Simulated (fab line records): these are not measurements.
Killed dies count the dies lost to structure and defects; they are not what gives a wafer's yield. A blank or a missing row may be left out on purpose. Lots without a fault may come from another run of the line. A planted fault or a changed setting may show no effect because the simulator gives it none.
Which tool did it? || flow sky130 || Sampling: 11 lots, 33 wafers, 4 of 708 route steps

== WHAT EACH GAUGE READ, for each wafer ==
SKY_POLY_GATE_THK_MEAS_04. Usual: POLY_GATE_CVD_03_THK typically reads 74.9 nm, with standard deviation 0.57.
{"lot": "L748", "measured": "day 15 05:11", "on": "filmMetro-01", "POLY_GATE_CVD_03_THK (nm)": "74.3 74.7 74.1", "flag": ""}
{"lot": "L749", "measured": "day 15 14:56", "on": "filmMetro-01", "POLY_GATE_CVD_03_THK (nm)": "75.0 75.1 75.5", "flag": ""}
{"lot": "L750", "measured": "day 15 16:17", "on": "filmMetro-04", "POLY_GATE_CVD_03_THK (nm)": "75.7 75.8 76.5", "flag": ""}
{"lot": "L753", "measured": "day 17 06:30", "on": "filmMetro-03", "POLY_GATE_CVD_03_THK (nm)": "75.3 75.1 75.4", "flag": ""}
{"lot": "L754", "measured": "day 17 10:07", "on": "filmMetro-03", "POLY_GATE_CVD_03_THK (nm)": "75.5 75.4 75.4", "flag": ""}
{"lot": "L755", "measured": "day 17 16:06", "on": "filmMetro-03", "POLY_GATE_CVD_03_THK (nm)": "74.8 74.6 74.6", "flag": ""}
{"lot": "L756", "measured": "day 17 23:37", "on": "filmMetro-03", "POLY_GATE_CVD_03_THK (nm)": "74.5 75.2 74.9", "flag": ""}
{"lot": "L757", "measured": "day 18 11:50", "on": "filmMetro-03", "POLY_GATE_CVD_03_THK (nm)": "73.8 74.5 74.4", "flag": ""}
{"lot": "L759", "measured": "day 19 04:34", "on": "filmMetro-03", "POLY_GATE_CVD_03_THK (nm)": "75.2 75.2 75.6", "flag": ""}
{"lot": "L762", "measured": "day 20 06:05", "on": "filmMetro-03", "POLY_GATE_CVD_03_THK (nm)": "74.4 75.2 75.3", "flag": ""}
{"lot": "L763", "measured": "day 20 16:58", "on": "filmMetro-01", "POLY_GATE_CVD_03_THK (nm)": "74.7 75.0 75.0", "flag": ""}

SKY_CONTACT_THK_MEAS_01. Usual: CONTACT_CVD_00_THK typically reads 74.6 nm, with standard deviation 0.88.
{"lot": "L748", "measured": "day 30 06:41", "on": "filmMetro-04", "CONTACT_CVD_00_THK (nm)": "75.6 76.4 76.5", "flag": ""}
{"lot": "L749", "measured": "day 30 23:10", "on": "filmMetro-02", "CONTACT_CVD_00_THK (nm)": "74.7 74.9 75.2", "flag": ""}
{"lot": "L750", "measured": "day 30 22:48", "on": "filmMetro-01", "CONTACT_CVD_00_THK (nm)": "73.4 74.7 74.7", "flag": ""}
{"lot": "L753", "measured": "day 32 12:09", "on": "filmMetro-02", "CONTACT_CVD_00_THK (nm)": "73.3 74.2 73.8", "flag": ""}
{"lot": "L754", "measured": "day 32 15:04", "on": "filmMetro-01", "CONTACT_CVD_00_THK (nm)": "74.4 73.6 74.7", "flag": ""}
{"lot": "L755", "measured": "day 32 20:05", "on": "filmMetro-02", "CONTACT_CVD_00_THK (nm)": "74.0 74.0 75.2", "flag": ""}
{"lot": "L756", "measured": "day 33 08:28", "on": "filmMetro-02", "CONTACT_CVD_00_THK (nm)": "73.9 74.8 74.9", "flag": ""}
{"lot": "L757", "measured": "day 33 13:28", "on": "filmMetro-04", "CONTACT_CVD_00_THK (nm)": "74.1 73.3 73.5", "flag": ""}
{"lot": "L759", "measured": "day 34 02:23", "on": "filmMetro-02", "CONTACT_CVD_00_THK (nm)": "75.0 75.4 75.2", "flag": ""}
{"lot": "L762", "measured": "day 35 01:16", "on": "filmMetro-02", "CONTACT_CVD_00_THK (nm)": "75.3 75.5 109.4", "flag": "OFF"}
{"lot": "L763", "measured": "day 35 10:52", "on": "filmMetro-01", "CONTACT_CVD_00_THK (nm)": "74.5 75.2 110.0", "flag": "OFF"}

== WHAT TOOL EACH LOT RAN ON (gives the tool, then ch and the chambers of the sampled wafers, and finally the start) ==
{"lot": "L748", "SKY_GATE_OXIDE_STRIP_13": "plasmaAsher-03 ch 0,1, day 13 20:17", "SKY_CONTACT_CVD_00": "pecvd-03 ch 0,1,2, day 30 06:38"}
{"lot": "L749", "SKY_GATE_OXIDE_STRIP_13": "plasmaAsher-01 ch 0,1, day 14 07:21", "SKY_CONTACT_CVD_00": "pecvd-02 ch 0,1, day 30 23:08"}
{"lot": "L750", "SKY_GATE_OXIDE_STRIP_13": "plasmaAsher-03 ch 0,1, day 14 07:29", "SKY_CONTACT_CVD_00": "pecvd-03 ch 1,2, day 30 22:45"}
{"lot": "L753", "SKY_GATE_OXIDE_STRIP_13": "plasmaAsher-03 ch 0,1, day 15 20:31", "SKY_CONTACT_CVD_00": "pecvd-03 ch 0,1,2, day 32 12:07"}
{"lot": "L754", "SKY_GATE_OXIDE_STRIP_13": "plasmaAsher-01 ch 0,1, day 15 22:49", "SKY_CONTACT_CVD_00": "pecvd-04 ch 0,1,2, day 32 15:02"}
{"lot": "L755", "SKY_GATE_OXIDE_STRIP_13": "plasmaAsher-04 ch 0,1, day 16 04:47", "SKY_CONTACT_CVD_00": "pecvd-02 ch 0,2, day 32 20:03"}
{"lot": "L756", "SKY_GATE_OXIDE_STRIP_13": "plasmaAsher-03 ch 0,1, day 16 12:59", "SKY_CONTACT_CVD_00": "pecvd-03 ch 0,1, day 33 08:25"}
{"lot": "L757", "SKY_GATE_OXIDE_STRIP_13": "plasmaAsher-04 ch 0,1, day 16 23:09", "SKY_CONTACT_CVD_00": "pecvd-03 ch 0,1,2, day 33 13:26"}
{"lot": "L759", "SKY_GATE_OXIDE_STRIP_13": "plasmaAsher-01 ch 0,1, day 17 18:35", "SKY_CONTACT_CVD_00": "pecvd-04 ch 1,2, day 34 02:20"}
{"lot": "L762", "SKY_GATE_OXIDE_STRIP_13": "plasmaAsher-03 ch 0,1, day 18 16:27", "SKY_CONTACT_CVD_00": "pecvd-03 ch 0,1,2, day 35 01:14"}
{"lot": "L763", "SKY_GATE_OXIDE_STRIP_13": "plasmaAsher-03 ch 0,1, day 19 05:09", "SKY_CONTACT_CVD_00": "pecvd-03 ch 0,2, day 35 10:49"}
- SKY_GATE_OXIDE_STRIP_13: strips in O2/N2.
- SKY_CONTACT_CVD_00: deposits Si3N4, target thk 75 nm.

== AS READ BY THE TOOLS THEMSELVES (means over the sampled wafers that have a number; for cases with no such wafer, the mark the record gives instead) ==
SKY_GATE_OXIDE_STRIP_13. Usual: drypumpMotorCurrentA 5.9 A, standard deviation 0.64; oesProductAu 0.716 a.u., standard deviation 0.0042; stripTimeToEndpointS 14.17 s, standard deviation 0.046.
{"lot": "L748", "tool": "plasmaAsher-03", "drypumpMotorCurrentA (A)": 6.2, "oesProductAu (a.u.)": 0.713, "stripTimeToEndpointS (s)": 14.26, "flag": ""}
{"lot": "L749", "tool": "plasmaAsher-01", "drypumpMotorCurrentA (A)": 6.2, "oesProductAu (a.u.)": 0.716, "stripTimeToEndpointS (s)": 14.19, "flag": ""}
{"lot": "L750", "tool": "plasmaAsher-03", "drypumpMotorCurrentA (A)": 6.4, "oesProductAu (a.u.)": 0.716, "stripTimeToEndpointS (s)": 14.10, "flag": ""}
{"lot": "L753", "tool": "plasmaAsher-03", "drypumpMotorCurrentA (A)": 6.2, "oesProductAu (a.u.)": 0.714, "stripTimeToEndpointS (s)": 14.16, "flag": ""}
{"lot": "L754", "tool": "plasmaAsher-01", "drypumpMotorCurrentA (A)": 6.4, "oesProductAu (a.u.)": 0.712, "stripTimeToEndpointS (s)": 14.16, "flag": ""}
{"lot": "L755", "tool": "plasmaAsher-04", "drypumpMotorCurrentA (A)": 5.2, "oesProductAu (a.u.)": 0.718, "stripTimeToEndpointS (s)": 14.13, "flag": ""}
{"lot": "L756", "tool": "plasmaAsher-03", "drypumpMotorCurrentA (A)": 6.4, "oesProductAu (a.u.)": 0.717, "stripTimeToEndpointS (s)": 14.21, "flag": ""}
{"lot": "L757", "tool": "plasmaAsher-04", "drypumpMotorCurrentA (A)": 5.2, "oesProductAu (a.u.)": 0.710, "stripTimeToEndpointS (s)": 14.13, "flag": ""}
{"lot": "L759", "tool": "plasmaAsher-01", "drypumpMotorCurrentA (A)": 6.2, "oesProductAu (a.u.)": 0.713, "stripTimeToEndpointS (s)": 14.18, "flag": ""}
{"lot": "L762", "tool": "plasmaAsher-03", "drypumpMotorCurrentA (A)": 6.2, "oesProductAu (a.u.)": 0.713, "stripTimeToEndpointS (s)": 14.19, "flag": ""}
{"lot": "L763", "tool": "plasmaAsher-03", "drypumpMotorCurrentA (A)": 6.2, "oesProductAu (a.u.)": 0.712, "stripTimeToEndpointS (s)": 14.17, "flag": ""}

SKY_CONTACT_CVD_00. Usual: heaterPowerW 689 W, standard deviation 97; rfFwdPowerW 443.1 W, standard deviation 2.6.
{"lot": "L748", "tool": "pecvd-03", "heaterPowerW (W)": 671, "rfFwdPowerW (W)": 443.3, "flag": ""}
{"lot": "L749", "tool": "pecvd-02", "heaterPowerW (W)": 830, "rfFwdPowerW (W)": 441.9, "flag": ""}
{"lot": "L750", "tool": "pecvd-03", "heaterPowerW (W)": 656, "rfFwdPowerW (W)": 445.0, "flag": ""}
{"lot": "L753", "tool": "pecvd-03", "heaterPowerW (W)": 722, "rfFwdPowerW (W)": 443.1, "flag": ""}
{"lot": "L754", "tool": "pecvd-04", "heaterPowerW (W)": 673, "rfFwdPowerW (W)": 444.9, "flag": ""}
{"lot": "L755", "tool": "pecvd-02", "heaterPowerW (W)": 708, "rfFwdPowerW (W)": 442.6, "flag": ""}
{"lot": "L756", "tool": "pecvd-03", "heaterPowerW (W)": 780, "rfFwdPowerW (W)": 439.2, "flag": ""}
{"lot": "L757", "tool": "pecvd-03", "heaterPowerW (W)": 696, "rfFwdPowerW (W)": 443.4, "flag": ""}
{"lot": "L759", "tool": "pecvd-04", "heaterPowerW (W)": 648, "rfFwdPowerW (W)": 443.6, "flag": ""}
{"lot": "L762", "tool": "pecvd-03", "heaterPowerW (W)": 735, "rfFwdPowerW (W)": 441.3, "flag": ""}
{"lot": "L763", "tool": "pecvd-03", "heaterPowerW (W)": 714, "rfFwdPowerW (W)": 442.1, "flag": ""}

== THE ANSWER, worked out from the rows above alone ==
Rule: lot off if the mean of its wafers having a number is beyond 3 standard deviations from the usual mean. Also off: a lot with no number at a reading for which 4 or more lots have one. The other lots that the step has rows for count as sound. The gauges are gone through in route order, then the tools' own readings, and for those a lot's mean is taken as printed above. The first step at which some lot is off is used, and at that step the reading that is off furthest; a lot without a number counts as furthest.
Off: L762, L763, seen at SKY_CONTACT_THK_MEAS_01 (CONTACT_CVD_00_THK).
If a tool, at a process step before that reading, ran all the lots that are off and no sound lot after the first of them, it fits. The gauges at SKY_CONTACT_THK_MEAS_01 are tried like those tools. Can't be told from this: 2 tools fit, plasmaAsher-03 at SKY_GATE_OXIDE_STRIP_13, pecvd-03 at SKY_CONTACT_CVD_00.

== WHAT HAD BEEN PUT IN BY THE SIMULATOR ==
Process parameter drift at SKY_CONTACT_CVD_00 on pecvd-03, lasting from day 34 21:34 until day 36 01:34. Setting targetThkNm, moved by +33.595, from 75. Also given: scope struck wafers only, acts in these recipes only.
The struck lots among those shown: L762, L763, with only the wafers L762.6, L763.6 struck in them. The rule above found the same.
